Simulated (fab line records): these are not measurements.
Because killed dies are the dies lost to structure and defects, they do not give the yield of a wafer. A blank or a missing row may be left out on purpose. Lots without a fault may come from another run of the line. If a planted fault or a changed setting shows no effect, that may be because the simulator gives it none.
Chamber matching || flow gf180mcu || 4 sister chambers for GF_V4_CMP_04 on cmp-01
The step polishes SiO2. 8 wafers are shown with their chamber, then 10 later ones without.

== EACH WAFER AND ITS CHAMBER ==
{"wafer": "L076.4", "chamber": 1, "motorCurrentA (A)": 9.9, "retainingRingPressureFrac": 1.004}
{"wafer": "L081.5", "chamber": 1, "motorCurrentA (A)": 9.9, "retainingRingPressureFrac": 0.999}
{"wafer": "L083.6", "chamber": 3, "motorCurrentA (A)": 11.9, "retainingRingPressureFrac": 0.999}
{"wafer": "L085.1", "chamber": 2, "motorCurrentA (A)": 12.5, "retainingRingPressureFrac": 0.997}
{"wafer": "L085.4", "chamber": 0, "motorCurrentA (A)": 11.3, "retainingRingPressureFrac": 0.996}
{"wafer": "L085.6", "chamber": 0, "motorCurrentA (A)": 11.4, "retainingRingPressureFrac": 0.997}
{"wafer": "L088.1", "chamber": 3, "motorCurrentA (A)": 11.5, "retainingRingPressureFrac": 1.001}
{"wafer": "L088.4", "chamber": 2, "motorCurrentA (A)": 12.4, "retainingRingPressureFrac": 1.003}

== WAFERS WITH NO CHAMBER GIVEN ==
{"wafer": "L088.6", "motorCurrentA (A)": 10.0, "retainingRingPressureFrac": 0.997}
{"wafer": "L090.4", "motorCurrentA (A)": 10.7, "retainingRingPressureFrac": 1.004}
{"wafer": "L090.5", "motorCurrentA (A)": 9.8, "retainingRingPressureFrac": 1.001}
{"wafer": "L090.6", "motorCurrentA (A)": 12.3, "retainingRingPressureFrac": 0.992}
{"wafer": "L092.1", "motorCurrentA (A)": 12.4, "retainingRingPressureFrac": 0.996}
{"wafer": "L092.3", "motorCurrentA (A)": 12.1, "retainingRingPressureFrac": 0.989}
{"wafer": "L092.5", "motorCurrentA (A)": 11.9, "retainingRingPressureFrac": 0.999}
{"wafer": "L093.3", "motorCurrentA (A)": 10.3, "retainingRingPressureFrac": 0.995}
{"wafer": "L093.4", "motorCurrentA (A)": 11.7, "retainingRingPressureFrac": 0.998}
{"wafer": "L093.5", "motorCurrentA (A)": 12.7, "retainingRingPressureFrac": 0.998}

== EACH ONE'S CHAMBER ==
{"wafer": "L088.6", "from the rows above": 1, "in truth": 1}
{"wafer": "L090.4", "from the rows above": "can't be placed: 0 or 1 or 3", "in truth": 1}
{"wafer": "L090.5", "from the rows above": 1, "in truth": 1}
{"wafer": "L090.6", "from the rows above": "can't be placed: 2 or 3", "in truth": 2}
{"wafer": "L092.1", "from the rows above": 2, "in truth": 2}
{"wafer": "L092.3", "from the rows above": "can't be placed: 2 or 3 or 0", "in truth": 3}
{"wafer": "L092.5", "from the rows above": 3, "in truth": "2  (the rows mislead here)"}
{"wafer": "L093.3", "from the rows above": 1, "in truth": 1}
{"wafer": "L093.4", "from the rows above": "can't be placed: 3 or 0", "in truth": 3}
{"wafer": "L093.5", "from the rows above": 2, "in truth": 2}
5 of 10 placed correctly. Unplaceable from these rows: 4, with the true chamber sitting among the candidates in 4. 1 placed wrongly.
How it was worked out, from the rows above alone: a wafer's distance from a chamber is the root of the sum, over the readings, of the square of ((its reading less the chamber's mean) divided by the reading's scatter). The wafer belongs to the nearest chamber; if the next one is less than 2 further off, it can't be placed. A chamber's mean is the mean of its shown wafers. The scatter: take each reading less its chamber's mean, square it, sum over the shown wafers, divide by the number of wafers less the number of chambers, and take the root.
